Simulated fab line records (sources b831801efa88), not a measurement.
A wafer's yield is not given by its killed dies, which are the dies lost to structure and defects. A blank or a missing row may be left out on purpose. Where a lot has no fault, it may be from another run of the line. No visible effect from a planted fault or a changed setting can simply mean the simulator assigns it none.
Which tool did it? || flow sky130 || 72 wafers from 24 lots sampled at 5 of the route's 708 steps

WHAT THE GAUGES SHOWED, per wafer
SKY_VIA3_BOW_MEAS_03. Usual: VIA3_BOW typically reads 79 um, with standard deviation 6.9.
{"lot": "L074", "measured": "day 38 14:46", "on": "filmMetro-02", "VIA3_BOW (um)": "83 95 85", "flag": ""}
{"lot": "L075", "measured": "day 38 20:20", "on": "filmMetro-01", "VIA3_BOW (um)": "85 82 86", "flag": ""}
{"lot": "L076", "measured": "day 38 23:49", "on": "filmMetro-02", "VIA3_BOW (um)": "83 74 67", "flag": ""}
{"lot": "L077", "measured": "day 39 09:24", "on": "filmMetro-04", "VIA3_BOW (um)": "79 85 79", "flag": ""}
{"lot": "L078", "measured": "day 39 22:17", "on": "filmMetro-04", "VIA3_BOW (um)": "77 73 79", "flag": ""}
{"lot": "L079", "measured": "day 40 01:49", "on": "filmMetro-04", "VIA3_BOW (um)": "87 76 82", "flag": ""}
{"lot": "L080", "measured": "day 40 15:01", "on": "filmMetro-02", "VIA3_BOW (um)": "75 78 72", "flag": ""}
{"lot": "L081", "measured": "day 40 16:53", "on": "filmMetro-04", "VIA3_BOW (um)": "77 82 69", "flag": ""}
{"lot": "L082", "measured": "day 40 23:25", "on": "filmMetro-01", "VIA3_BOW (um)": "77 83 84", "flag": ""}
{"lot": "L083", "measured": "day 41 12:01", "on": "filmMetro-02", "VIA3_BOW (um)": "89 84 79", "flag": ""}
{"lot": "L084", "measured": "day 41 18:51", "on": "filmMetro-02", "VIA3_BOW (um)": "73 72 79", "flag": ""}
{"lot": "L085", "measured": "day 41 21:05", "on": "filmMetro-01", "VIA3_BOW (um)": "79 79 78", "flag": ""}
{"lot": "L086", "measured": "day 42 08:08", "on": "filmMetro-04", "VIA3_BOW (um)": "76 76 81", "flag": ""}
{"lot": "L087", "measured": "day 42 14:04", "on": "filmMetro-04", "VIA3_BOW (um)": "73 77 80", "flag": ""}
{"lot": "L088", "measured": "day 42 18:30", "on": "filmMetro-04", "VIA3_BOW (um)": "73 60 71", "flag": ""}
{"lot": "L089", "measured": "day 43 04:38", "on": "filmMetro-02", "VIA3_BOW (um)": "78 86 80", "flag": ""}
{"lot": "L090", "measured": "day 43 11:48", "on": "filmMetro-04", "VIA3_BOW (um)": "79 78 75", "flag": ""}
{"lot": "L092", "measured": "day 43 22:05", "on": "filmMetro-04", "VIA3_BOW (um)": "87 81 78", "flag": ""}
{"lot": "L091", "measured": "day 44 00:42", "on": "filmMetro-04", "VIA3_BOW (um)": "75 85 66", "flag": ""}
{"lot": "L093", "measured": "day 44 05:23", "on": "filmMetro-04", "VIA3_BOW (um)": "79 78 69", "flag": ""}
{"lot": "L094", "measured": "day 44 08:47", "on": "filmMetro-04", "VIA3_BOW (um)": "73 74 74", "flag": ""}
{"lot": "L095", "measured": "day 44 16:59", "on": "filmMetro-01", "VIA3_BOW (um)": "66 67 76", "flag": ""}
{"lot": "L096", "measured": "day 44 20:41", "on": "filmMetro-04", "VIA3_BOW (um)": "78 87 84", "flag": ""}
{"lot": "L097", "measured": "day 45 02:50", "on": "filmMetro-01", "VIA3_BOW (um)": "75 79 87", "flag": ""}

SKY_CAP2M_OVL_MEAS_12. Usual: CAP2M_OVL typically reads 0.1 nm, with standard deviation 1.2.
{"lot": "L074", "measured": "day 40 17:09", "on": "overlay-02", "CAP2M_OVL (nm)": "-0.6 -1.3 0.1", "flag": ""}
{"lot": "L075", "measured": "day 40 21:06", "on": "overlay-01", "CAP2M_OVL (nm)": "-2.1 0.5 -1.2", "flag": ""}
{"lot": "L076", "measured": "day 41 02:39", "on": "overlay-01", "CAP2M_OVL (nm)": "0.2 -0.5 0.4", "flag": ""}
{"lot": "L077", "measured": "day 41 11:47", "on": "overlay-02", "CAP2M_OVL (nm)": "-0.8 0.7 -0.4", "flag": ""}
{"lot": "L078", "measured": "day 42 00:27", "on": "overlay-01", "CAP2M_OVL (nm)": "0.7 1.7 2.0", "flag": ""}
{"lot": "L079", "measured": "day 42 03:55", "on": "overlay-02", "CAP2M_OVL (nm)": "-0.2 -0.7 1.9", "flag": ""}
{"lot": "L080", "measured": "day 42 17:32", "on": "overlay-02", "CAP2M_OVL (nm)": "-0.1 -1.5 -0.5", "flag": ""}
{"lot": "L081", "measured": "day 42 18:17", "on": "overlay-02", "CAP2M_OVL (nm)": "0.4 0.2 0.0", "flag": ""}
{"lot": "L082", "measured": "day 43 00:09", "on": "overlay-02", "CAP2M_OVL (nm)": "-0.1 0.3 1.3", "flag": ""}
{"lot": "L083", "measured": "day 43 13:29", "on": "overlay-02", "CAP2M_OVL (nm)": "2.1 0.3 0.6", "flag": ""}
{"lot": "L084", "measured": "day 43 19:17", "on": "overlay-01", "CAP2M_OVL (nm)": "-2.0 -0.9 -0.3", "flag": ""}
{"lot": "L085", "measured": "day 43 21:47", "on": "overlay-02", "CAP2M_OVL (nm)": "0.5 0.3 -0.4", "flag": ""}
{"lot": "L086", "measured": "day 44 07:23", "on": "overlay-02", "CAP2M_OVL (nm)": "0.5 0.0 -0.3", "flag": ""}
{"lot": "L087", "measured": "day 44 13:27", "on": "overlay-02", "CAP2M_OVL (nm)": "-1.6 -3.7 -1.0", "flag": ""}
{"lot": "L088", "measured": "day 44 17:53", "on": "overlay-02", "CAP2M_OVL (nm)": "-0.3 0.6 -0.7", "flag": ""}
{"lot": "L089", "measured": "day 45 03:13", "on": "overlay-02", "CAP2M_OVL (nm)": "1.7 0.1 0.4", "flag": ""}
{"lot": "L090", "measured": "day 45 08:52", "on": "overlay-02", "CAP2M_OVL (nm)": "0.2 1.0 1.0", "flag": ""}
{"lot": "L092", "measured": "day 45 18:17", "on": "overlay-01", "CAP2M_OVL (nm)": "0.6 -0.7 -0.4", "flag": ""}
{"lot": "L091", "measured": "day 45 21:10", "on": "overlay-01", "CAP2M_OVL (nm)": "-0.1 0.7 0.4", "flag": ""}
{"lot": "L093", "measured": "day 46 01:56", "on": "overlay-01", "CAP2M_OVL (nm)": "-2.4 1.0 -0.6", "flag": ""}
{"lot": "L094", "measured": "day 46 04:33", "on": "overlay-01", "CAP2M_OVL (nm)": "2.1 1.7 2.8", "flag": ""}
{"lot": "L095", "measured": "day 46 12:55", "on": "overlay-01", "CAP2M_OVL (nm)": "0.3 0.5 2.4", "flag": ""}
{"lot": "L096", "measured": "day 46 16:59", "on": "overlay-02", "CAP2M_OVL (nm)": "1.7 1.0 -1.7", "flag": ""}
{"lot": "L097", "measured": "day 46 21:14", "on": "overlay-02", "CAP2M_OVL (nm)": "-1.1 -0.4 1.7", "flag": ""}

EACH LOT AND THE TOOL THAT RAN IT (in order: tool; ch and the chambers of the sampled wafers; start)
{"lot": "L074", "SKY_VIA3_CMP_02": "cmp-02 ch 0,1,2, day 38 14:34", "SKY_VIA3_CVD_21": "cvdW-02 ch 0,1, day 39 15:27", "SKY_CAP2M_SPUTTER_02": "pvdSputter-01, day 39 16:39"}
{"lot": "L075", "SKY_VIA3_CMP_02": "cmp-01 ch 0,1,2, day 38 20:01", "SKY_VIA3_CVD_21": "cvdW-01 ch 0,1, day 39 20:19", "SKY_CAP2M_SPUTTER_02": "pvdSputter-04, day 39 21:08"}
{"lot": "L076", "SKY_VIA3_CMP_02": "cmp-02 ch 0,1,3, day 38 23:35", "SKY_VIA3_CVD_21": "cvdW-01 ch 0, day 40 01:41", "SKY_CAP2M_SPUTTER_02": "pvdSputter-01, day 40 02:32"}
{"lot": "L077", "SKY_VIA3_CMP_02": "cmp-01 ch 0,1,3, day 39 09:12", "SKY_VIA3_CVD_21": "cvdW-01 ch 0,1, day 40 10:42", "SKY_CAP2M_SPUTTER_02": "pvdSputter-01, day 40 11:32"}
{"lot": "L078", "SKY_VIA3_CMP_02": "cmp-02 ch 0,1,2, day 39 22:07", "SKY_VIA3_CVD_21": "cvdW-02 ch 0,1, day 40 23:16", "SKY_CAP2M_SPUTTER_02": "pvdSputter-04, day 41 00:07"}
{"lot": "L079", "SKY_VIA3_CMP_02": "cmp-02 ch 1,2,3, day 40 01:37", "SKY_VIA3_CVD_21": "cvdW-02 ch 0,1, day 41 03:11", "SKY_CAP2M_SPUTTER_02": "pvdSputter-04, day 41 04:01"}
{"lot": "L080", "SKY_VIA3_CMP_02": "cmp-01 ch 0,1,3, day 40 14:45", "SKY_VIA3_CVD_21": "cvdW-02 ch 1, day 41 16:44", "SKY_CAP2M_SPUTTER_02": "pvdSputter-01, day 41 17:35"}
{"lot": "L081", "SKY_VIA3_CMP_02": "cmp-01 ch 0,1,2, day 40 16:41", "SKY_VIA3_CVD_21": "cvdW-02 ch 0,1, day 41 18:16", "SKY_CAP2M_SPUTTER_02": "pvdSputter-04, day 41 19:07"}
{"lot": "L082", "SKY_VIA3_CMP_02": "cmp-01 ch 0,1,3, day 40 23:08", "SKY_VIA3_CVD_21": "cvdW-01 ch 0,1, day 42 00:05", "SKY_CAP2M_SPUTTER_02": "pvdSputter-04, day 42 01:03"}
{"lot": "L083", "SKY_VIA3_CMP_02": "cmp-01 ch 1,2, day 41 11:43", "SKY_VIA3_CVD_21": "cvdW-01 ch 0,1, day 42 13:09", "SKY_CAP2M_SPUTTER_02": "pvdSputter-01, day 42 13:59"}
{"lot": "L084", "SKY_VIA3_CMP_02": "cmp-02 ch 0,1, day 41 18:33", "SKY_VIA3_CVD_21": "cvdW-01 ch 0,1, day 42 19:26", "SKY_CAP2M_SPUTTER_02": "pvdSputter-01, day 42 20:16"}
{"lot": "L085", "SKY_VIA3_CMP_02": "cmp-02 ch 0,1,2, day 41 20:47", "SKY_VIA3_CVD_21": "cvdW-02 ch 0,1, day 42 22:16", "SKY_CAP2M_SPUTTER_02": "pvdSputter-01, day 42 23:05"}
{"lot": "L086", "SKY_VIA3_CMP_02": "cmp-01 ch 0,3, day 42 07:50", "SKY_VIA3_CVD_21": "cvdW-01 ch 0,1, day 43 08:18", "SKY_CAP2M_SPUTTER_02": "pvdSputter-01, day 43 09:08"}
{"lot": "L087", "SKY_VIA3_CMP_02": "cmp-01 ch 0,2, day 42 13:47", "SKY_VIA3_CVD_21": "cvdW-02 ch 0,1, day 43 14:14", "SKY_CAP2M_SPUTTER_02": "pvdSputter-01, day 43 15:02"}
{"lot": "L088", "SKY_VIA3_CMP_02": "cmp-01 ch 0,2,3, day 42 18:17", "SKY_VIA3_CVD_21": "cvdW-02 ch 0,1, day 43 19:03", "SKY_CAP2M_SPUTTER_02": "pvdSputter-01, day 43 19:53"}
{"lot": "L089", "SKY_VIA3_CMP_02": "cmp-01 ch 0,1, day 43 04:19", "SKY_VIA3_CVD_21": "cvdW-02 ch 0,1, day 44 04:54", "SKY_CAP2M_SPUTTER_02": "pvdSputter-04, day 44 05:41"}
{"lot": "L090", "SKY_VIA3_CMP_02": "cmp-02 ch 0,2,3, day 43 11:30", "SKY_VIA3_CVD_21": "cvdW-01 ch 0,1, day 44 10:44", "SKY_CAP2M_SPUTTER_02": "pvdSputter-04, day 44 11:35"}
{"lot": "L092", "SKY_VIA3_CMP_02": "cmp-01 ch 0,1,3, day 43 21:44", "SKY_VIA3_CVD_21": "cvdW-01 ch 0,1, day 44 20:50", "SKY_CAP2M_SPUTTER_02": "pvdSputter-04, day 44 21:38"}
{"lot": "L091", "SKY_VIA3_CMP_02": "cmp-01 ch 0,3, day 44 00:23", "SKY_VIA3_CVD_21": "cvdW-02 ch 0,1, day 44 23:20", "SKY_CAP2M_SPUTTER_02": "pvdSputter-01, day 45 00:08"}
{"lot": "L093", "SKY_VIA3_CMP_02": "cmp-01 ch 0,1,2, day 44 05:04", "SKY_VIA3_CVD_21": "cvdW-02 ch 0,1, day 45 03:29", "SKY_CAP2M_SPUTTER_02": "pvdSputter-03, day 45 04:19"}
{"lot": "L094", "SKY_VIA3_CMP_02": "cmp-01 ch 0,1,2, day 44 08:32", "SKY_VIA3_CVD_21": "cvdW-02 ch 0,1, day 45 07:41", "SKY_CAP2M_SPUTTER_02": "pvdSputter-04, day 45 08:31"}
{"lot": "L095", "SKY_VIA3_CMP_02": "cmp-02 ch 0,2,3, day 44 16:47", "SKY_VIA3_CVD_21": "cvdW-01 ch 1, day 45 15:32", "SKY_CAP2M_SPUTTER_02": "pvdSputter-01, day 45 16:22"}
{"lot": "L096", "SKY_VIA3_CMP_02": "cmp-02 ch 0,2,3, day 44 20:23", "SKY_VIA3_CVD_21": "cvdW-02 ch 0,1, day 45 19:18", "SKY_CAP2M_SPUTTER_02": "pvdSputter-03, day 45 20:19"}
{"lot": "L097", "SKY_VIA3_CMP_02": "cmp-02 ch 2,3, day 45 02:32", "SKY_VIA3_CVD_21": "cvdW-01 ch 0,1, day 46 00:41", "SKY_CAP2M_SPUTTER_02": "pvdSputter-04, day 46 01:32"}
- SKY_VIA3_CMP_02: polishes SiO2.
- SKY_VIA3_CVD_21: deposits W, target thk 390 nm, time 117.31 s.
- SKY_CAP2M_SPUTTER_02: material TiN, target thk 200 nm, time 166.7 s.

AS READ BY THE TOOLS THEMSELVES (means over the sampled wafers that have a number; for cases with no such wafer, the mark the record gives instead)
SKY_VIA3_CMP_02. Usual: edgeZonePressureFrac 1.001, standard deviation 0.0047; motorCurrentA 12.2 A, standard deviation 1.1; platenRpm 60.01 rpm, standard deviation 0.038.
{"lot": "L074", "tool": "cmp-02", "edgeZonePressureFrac": 1.000, "motorCurrentA (A)": 12.9, "platenRpm (rpm)": 59.94, "flag": ""}
{"lot": "L075", "tool": "cmp-01", "edgeZonePressureFrac": 1.001, "motorCurrentA (A)": 11.8, "platenRpm (rpm)": 59.98, "flag": ""}
{"lot": "L076", "tool": "cmp-02", "edgeZonePressureFrac": 0.998, "motorCurrentA (A)": 12.6, "platenRpm (rpm)": 60.02, "flag": ""}
{"lot": "L077", "tool": "cmp-01", "edgeZonePressureFrac": 1.004, "motorCurrentA (A)": 11.7, "platenRpm (rpm)": 60.01, "flag": ""}
{"lot": "L078", "tool": "cmp-02", "edgeZonePressureFrac": 1.001, "motorCurrentA (A)": 12.8, "platenRpm (rpm)": 60.01, "flag": ""}
{"lot": "L079", "tool": "cmp-02", "edgeZonePressureFrac": 1.000, "motorCurrentA (A)": 12.5, "platenRpm (rpm)": 59.97, "flag": ""}
{"lot": "L080", "tool": "cmp-01", "edgeZonePressureFrac": 0.998, "motorCurrentA (A)": 11.6, "platenRpm (rpm)": 60.05, "flag": ""}
{"lot": "L081", "tool": "cmp-01", "edgeZonePressureFrac": 0.995, "motorCurrentA (A)": 11.9, "platenRpm (rpm)": 59.99, "flag": ""}
{"lot": "L082", "tool": "cmp-01", "edgeZonePressureFrac": 1.003, "motorCurrentA (A)": 11.2, "platenRpm (rpm)": 59.98, "flag": ""}
{"lot": "L083", "tool": "cmp-01", "edgeZonePressureFrac": 0.996, "motorCurrentA (A)": 12.3, "platenRpm (rpm)": 59.98, "flag": ""}
{"lot": "L084", "tool": "cmp-02", "edgeZonePressureFrac": 1.001, "motorCurrentA (A)": 12.7, "platenRpm (rpm)": 60.02, "flag": ""}
{"lot": "L085", "tool": "cmp-02", "edgeZonePressureFrac": 0.995, "motorCurrentA (A)": 13.0, "platenRpm (rpm)": 59.99, "flag": ""}
{"lot": "L086", "tool": "cmp-01", "edgeZonePressureFrac": 1.001, "motorCurrentA (A)": 10.9, "platenRpm (rpm)": 59.99, "flag": ""}
{"lot": "L087", "tool": "cmp-01", "edgeZonePressureFrac": 0.998, "motorCurrentA (A)": 12.1, "platenRpm (rpm)": 60.01, "flag": ""}
{"lot": "L088", "tool": "cmp-01", "edgeZonePressureFrac": 0.996, "motorCurrentA (A)": 11.9, "platenRpm (rpm)": 60.02, "flag": ""}
{"lot": "L089", "tool": "cmp-01", "edgeZonePressureFrac": 0.997, "motorCurrentA (A)": 11.7, "platenRpm (rpm)": 60.03, "flag": ""}
{"lot": "L090", "tool": "cmp-02", "edgeZonePressureFrac": 1.002, "motorCurrentA (A)": 13.4, "platenRpm (rpm)": 59.98, "flag": ""}
{"lot": "L092", "tool": "cmp-01", "edgeZonePressureFrac": 1.003, "motorCurrentA (A)": 11.6, "platenRpm (rpm)": 59.99, "flag": ""}
{"lot": "L091", "tool": "cmp-01", "edgeZonePressureFrac": 1.004, "motorCurrentA (A)": 11.3, "platenRpm (rpm)": 60.01, "flag": ""}
{"lot": "L093", "tool": "cmp-01", "edgeZonePressureFrac": 1.000, "motorCurrentA (A)": 12.0, "platenRpm (rpm)": 60.00, "flag": ""}
{"lot": "L094", "tool": "cmp-01", "edgeZonePressureFrac": 0.997, "motorCurrentA (A)": 11.4, "platenRpm (rpm)": 60.02, "flag": ""}
{"lot": "L095", "tool": "cmp-02", "edgeZonePressureFrac": 1.002, "motorCurrentA (A)": 13.1, "platenRpm (rpm)": 60.04, "flag": ""}
{"lot": "L096", "tool": "cmp-02", "edgeZonePressureFrac": 0.999, "motorCurrentA (A)": 13.1, "platenRpm (rpm)": 59.98, "flag": ""}
{"lot": "L097", "tool": "cmp-02", "edgeZonePressureFrac": 1.000, "motorCurrentA (A)": 12.2, "platenRpm (rpm)": 59.99, "flag": ""}

SKY_VIA3_CVD_21. Usual: heaterPowerW at 787 W, with a standard deviation of 30.
{"lot": "L074", "tool": "cvdW-02", "heaterPowerW (W)": 785, "flag": ""}
{"lot": "L075", "tool": "cvdW-01", "heaterPowerW (W)": 759, "flag": ""}
{"lot": "L076", "tool": "cvdW-01", "heaterPowerW (W)": 804, "flag": ""}
{"lot": "L077", "tool": "cvdW-01", "heaterPowerW (W)": 760, "flag": ""}
{"lot": "L078", "tool": "cvdW-02", "heaterPowerW (W)": 790, "flag": ""}
{"lot": "L079", "tool": "cvdW-02", "heaterPowerW (W)": 793, "flag": ""}
{"lot": "L080", "tool": "cvdW-02", "heaterPowerW (W)": 827, "flag": ""}
{"lot": "L081", "tool": "cvdW-02", "heaterPowerW (W)": 791, "flag": ""}
{"lot": "L082", "tool": "cvdW-01", "heaterPowerW (W)": 773, "flag": ""}
{"lot": "L083", "tool": "cvdW-01", "heaterPowerW (W)": 748, "flag": ""}
{"lot": "L084", "tool": "cvdW-01", "heaterPowerW (W)": 762, "flag": ""}
{"lot": "L085", "tool": "cvdW-02", "heaterPowerW (W)": 795, "flag": ""}
{"lot": "L086", "tool": "cvdW-01", "heaterPowerW (W)": 784, "flag": ""}
{"lot": "L087", "tool": "cvdW-02", "heaterPowerW (W)": 794, "flag": ""}
{"lot": "L088", "tool": "cvdW-02", "heaterPowerW (W)": 804, "flag": ""}
{"lot": "L089", "tool": "cvdW-02", "heaterPowerW (W)": 809, "flag": ""}
{"lot": "L090", "tool": "cvdW-01", "heaterPowerW (W)": 764, "flag": ""}
{"lot": "L092", "tool": "cvdW-01", "heaterPowerW (W)": 774, "flag": ""}
{"lot": "L091", "tool": "cvdW-02", "heaterPowerW (W)": 811, "flag": ""}
{"lot": "L093", "tool": "cvdW-02", "heaterPowerW (W)": 788, "flag": ""}
{"lot": "L094", "tool": "cvdW-02", "heaterPowerW (W)": 800, "flag": ""}
{"lot": "L095", "tool": "cvdW-01", "heaterPowerW (W)": 747, "flag": ""}
{"lot": "L096", "tool": "cvdW-02", "heaterPowerW (W)": 799, "flag": ""}
{"lot": "L097", "tool": "cvdW-01", "heaterPowerW (W)": 761, "flag": ""}

SKY_CAP2M_SPUTTER_02. Usual: throttleValvePct at 30.3 %, with a standard deviation of 0.91.
{"lot": "L074", "tool": "pvdSputter-01", "throttleValvePct (%)": 30.4, "flag": ""}
{"lot": "L075", "tool": "pvdSputter-04", "throttleValvePct (%)": 30.4, "flag": ""}
{"lot": "L076", "tool": "pvdSputter-01", "throttleValvePct (%)": 30.5, "flag": ""}
{"lot": "L077", "tool": "pvdSputter-01", "throttleValvePct (%)": 31.3, "flag": ""}
{"lot": "L078", "tool": "pvdSputter-04", "throttleValvePct (%)": 30.3, "flag": ""}
{"lot": "L079", "tool": "pvdSputter-04", "throttleValvePct (%)": 30.0, "flag": ""}
{"lot": "L080", "tool": "pvdSputter-01", "throttleValvePct (%)": 30.7, "flag": ""}
{"lot": "L081", "tool": "pvdSputter-04", "throttleValvePct (%)": 30.3, "flag": ""}
{"lot": "L082", "tool": "pvdSputter-04", "throttleValvePct (%)": 30.3, "flag": ""}
{"lot": "L083", "tool": "pvdSputter-01", "throttleValvePct (%)": 30.6, "flag": ""}
{"lot": "L084", "tool": "pvdSputter-01", "throttleValvePct (%)": 29.6, "flag": ""}
{"lot": "L085", "tool": "pvdSputter-01", "throttleValvePct (%)": 29.7, "flag": ""}
{"lot": "L086", "tool": "pvdSputter-01", "throttleValvePct (%)": 30.5, "flag": ""}
{"lot": "L087", "tool": "pvdSputter-01", "throttleValvePct (%)": 30.1, "flag": ""}
{"lot": "L088", "tool": "pvdSputter-01", "throttleValvePct (%)": 30.3, "flag": ""}
{"lot": "L089", "tool": "pvdSputter-04", "throttleValvePct (%)": 30.3, "flag": ""}
{"lot": "L090", "tool": "pvdSputter-04", "throttleValvePct (%)": 30.1, "flag": ""}
{"lot": "L092", "tool": "pvdSputter-04", "throttleValvePct (%)": 30.0, "flag": ""}
{"lot": "L091", "tool": "pvdSputter-01", "throttleValvePct (%)": 30.6, "flag": ""}
{"lot": "L093", "tool": "pvdSputter-03", "throttleValvePct (%)": 29.8, "flag": ""}
{"lot": "L094", "tool": "pvdSputter-04", "throttleValvePct (%)": 30.2, "flag": ""}
{"lot": "L095", "tool": "pvdSputter-01", "throttleValvePct (%)": 30.9, "flag": ""}
{"lot": "L096", "tool": "pvdSputter-03", "throttleValvePct (%)": 30.2, "flag": ""}
{"lot": "L097", "tool": "pvdSputter-04", "throttleValvePct (%)": 29.9, "flag": ""}

THE ANSWER, worked out from the rows above alone
Rule: a lot is off if the mean of its wafers that have a number lies more than 3 standard deviations from the usual mean. Also off: a lot with no number at a reading for which 4 or more lots have one. All remaining lots with rows at the step are treated as sound. The gauges are gone through in route order, then the tools' own readings, and for those a lot's mean is taken as printed above. The first step at which some lot is off is used, and at that step the reading that is off furthest; a lot without a number counts as furthest.
No lot is off at any reading shown: from this, nothing can be told.

WHAT THE SIMULATOR HAD INSERTED
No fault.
